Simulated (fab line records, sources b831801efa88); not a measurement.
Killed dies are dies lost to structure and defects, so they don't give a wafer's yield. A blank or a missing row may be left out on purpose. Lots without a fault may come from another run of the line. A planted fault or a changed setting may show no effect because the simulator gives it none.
Problem report in the 8D (eight disciplines) form, filled by code | flow sky130 | the parts of the form that need people (team, actions taken, sign-off) are left out

1. THE PROBLEM
VT_ADJUST_NCORE_TW at SKY_VT_ADJUST_NCORE_TW_MEAS_11 reads a mean of 30.2 on 6 wafers of 2 lots; wafers without a fault read 220.0 with a standard deviation of 1.6. That is -99 or more standard deviations from the usual mean.
First seen on wafer L244.1, day 13 20:56, on film_metro-01. The record holds 39 wafers of 13 lots with a number at this step. Rule for "out", or "out of limits": more than 4 standard deviations from the usual mean. The other wafers with a number count as sound.

2. WHAT IT IS AND WHAT IT IS NOT
question                    | is                           | is not
which readings at this step | VT_ADJUST_NCORE_TW           | -
which lots                  | L244, L245                   | L226, L227, L229, L230, L231, L232, L234, L235, L236, L248, L249
which wafers of those lots  | all that have a number       | -
read on which gauges        | film_metro-01, film_metro-04 | film_metro-03
when                        | from day 13 20:56            | up to then (27 sound wafers); but 6 sound wafers of L248, L249 came after

3. SUSPECTS, AND WHAT RULES EACH OUT
Counting: a tool at a process step up to the reading stays a suspect if it ran every lot that is out and no sound lot after the first of them.
- the gauge at SKY_VT_ADJUST_NCORE_TW_MEAS_11: ruled out. The wafers that are out were read on 2 gauges (film_metro-01, film_metro-04).
- plasma_asher-02 at SKY_NWELL_STRIP_25 (strips in O2/N2): ruled out as a lasting fault. Sound lots L249 ran on it after its first lot that is out, L244 (day 9 20:28).
- rtp_anneal-01 at SKY_NWELL_RTA_28 (time 30 s): ruled out as a lasting fault. Sound lots L249 ran on it after its first lot that is out, L244 (day 9 20:41).
- litho_track-04 at SKY_VT_ADJUST_NCORE_DEVELOP_06 (develop time 60 s): kept. It ran every lot that is out, first L244 (day 13 20:23), and no sound lot after that; its last sound lot up to then is L234 (day 11 13:20).
Left after counting: litho_track-04 at SKY_VT_ADJUST_NCORE_DEVELOP_06.

4. THE CAUSE (what the simulator had put in)
Process parameter drift: litho_track-04, from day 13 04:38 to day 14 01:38, at SKY_VT_ADJUST_NCORE_DEVELOP_06. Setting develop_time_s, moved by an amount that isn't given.
Counting left only this tool.

5. THE CHAIN OF EFFECTS, in route order
Each row: a reading whose mean over the struck wafers that have a number lies more than 3 standard deviations from the usual. Only readings for which the record gives a usual standard deviation are gone through. hours: the time from each lot's start at the first step in this table that gives one to its start at this step, as a median over the lots. sigmas: the change in usual standard deviations.
hours | step                           | reading             | usual | on struck wafers | change | sigmas
0     | SKY_VT_ADJUST_NCORE_TW_MEAS_11 | VT_ADJUST_NCORE_TW  | 220.0 | 30.2             | -189.8 | -99 or more
866   | SKY_PAD_OPEN_PROBE_99          | killed_at_front_end | 15    | 417              | +402   | +99 or more
866   | SKY_PAD_OPEN_PROBE_99          | killed_dies         | 87    | 492              | +405   | +44
866   | SKY_PAD_OPEN_PROBE_99          | killed_on_rim       | 17    | 96               | +79    | +20
The process steps in it:
- SKY_PAD_OPEN_PROBE_99

6. WHAT WOULD HAVE CAUGHT IT SOONER
In this record the first reading out of limits at a measuring or inspecting step was taken at day 13 20:56, 16 hours after the fault began at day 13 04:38.
Of the lots that are out (2), L245 began SKY_VT_ADJUST_NCORE_DEVELOP_06 on litho_track-04 after day 13 20:56. A hold on the tool at that time would have spared it.
